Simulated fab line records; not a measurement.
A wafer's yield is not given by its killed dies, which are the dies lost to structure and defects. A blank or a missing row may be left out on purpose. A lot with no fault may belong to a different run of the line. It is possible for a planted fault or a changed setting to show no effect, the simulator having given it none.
Chamber matching :: flow gf180mcu :: GF_SAB_ETCH_11 on rieDiel-02 has 4 sister chambers
The step etches SiO2 in C4F8/O2/Ar, target depth 55 nm, time 8.5 s. 4 wafers are shown with their chamber, then 7 later ones without.

== EACH WAFER AND ITS CHAMBER ==
wafer: L120.2
chamber: 2
rfFwdPowerW (W): 1476

wafer: L124.5
chamber: 3
rfFwdPowerW (W): 1466

wafer: L130.2
chamber: 0
rfFwdPowerW (W): 1478

wafer: L130.5
chamber: 1
rfFwdPowerW (W): 1475

== WAFERS WITH NO CHAMBER GIVEN ==
wafer: L130.6
rfFwdPowerW (W): 1476

wafer: L132.4
rfFwdPowerW (W): 1463

wafer: L132.5
rfFwdPowerW (W): 1469

wafer: L132.6
rfFwdPowerW (W): 1472

wafer: L135.1
rfFwdPowerW (W): 1483

wafer: L135.5
rfFwdPowerW (W): 1475

wafer: L135.6
rfFwdPowerW (W): 1473

== WHICH CHAMBER EACH WENT THROUGH ==
wafer: L130.6
from the rows above: can't be placed: 2 or 1 or 0
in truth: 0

wafer: L132.4
from the rows above: 3
in truth: 3

wafer: L132.5
from the rows above: can't be placed: 3 or 1 or 2
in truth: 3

wafer: L132.6
from the rows above: can't be placed: 1 or 2 or 0 or 3
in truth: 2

wafer: L135.1
from the rows above: can't be placed: 0 or 2 or 1
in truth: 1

wafer: L135.5
from the rows above: can't be placed: 1 or 2 or 0
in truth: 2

wafer: L135.6
from the rows above: can't be placed: 1 or 2 or 0 or 3
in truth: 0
1 of 7 placed correctly. From these rows, 6 cannot be placed; in 6 the true chamber is one of the candidates. 0 placed wrongly.
How it was worked out, from the rows above alone: a wafer's distance from a chamber is the root of the sum, over the readings, of the square of ((its reading less the chamber's mean) divided by the reading's scatter). If the next closest chamber is less than 2 further off than the closest, the wafer can't be placed; otherwise it belongs to the closest. The mean given for a chamber averages the wafers shown for that chamber. The scatter: root of mean squared gap, hidden wafer to nearest shown wafer, with one shown wafer a chamber.
